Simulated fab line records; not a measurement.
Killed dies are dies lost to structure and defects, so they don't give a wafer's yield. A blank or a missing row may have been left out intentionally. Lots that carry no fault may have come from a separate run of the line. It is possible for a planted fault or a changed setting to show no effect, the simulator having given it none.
Which tool is to blame?	flow gf180mcu	route of 602 steps, sampled at 1 step: 7 lots, 21 wafers

## WHAT EACH GAUGE READ, for each wafer
GF_M3_OVL_MEAS_15.
lot	measured	on	M3_OVL (nm)
L629	day 22 08:41	overlay-02	-1 2 3
L634	day 24 03:26	overlay-02	2 -4 2
L636	day 24 22:02	overlay-01	-1 4 1
L639	day 26 00:59	overlay-01	2 -3 4
L645	day 27 19:23	overlay-01	-3 -9 -2
L648	day 28 13:52	overlay-01	3 -4 0
L650	day 29 05:04	overlay-01	4 4 6

## WHAT TOOL EACH LOT RAN ON (gives the tool, then ch and the chambers of the sampled wafers, and finally the start)
There is no process step in the record ahead of these readings.

## THE ANSWER, worked out from the rows above alone
Rule: what is usual is taken from the lots themselves. The widest of any qualifying gaps counts: lots, ordered by their means at a reading, are off when they make up no more than a third of the lots, leave a main group of 4 or more, and stand apart from it by 3 or more times the standard deviation of that group's means. A main group is skipped when, at the precision printed for the reading in the tables above, its means are all equal. A lot without any number at a reading at which 4 lots or more have one is off too. Where the step has rows for the other lots, those lots are counted as sound.
None of the lots is off at any reading shown; this tells nothing.

## WHAT HAD BEEN PUT IN BY THE SIMULATOR
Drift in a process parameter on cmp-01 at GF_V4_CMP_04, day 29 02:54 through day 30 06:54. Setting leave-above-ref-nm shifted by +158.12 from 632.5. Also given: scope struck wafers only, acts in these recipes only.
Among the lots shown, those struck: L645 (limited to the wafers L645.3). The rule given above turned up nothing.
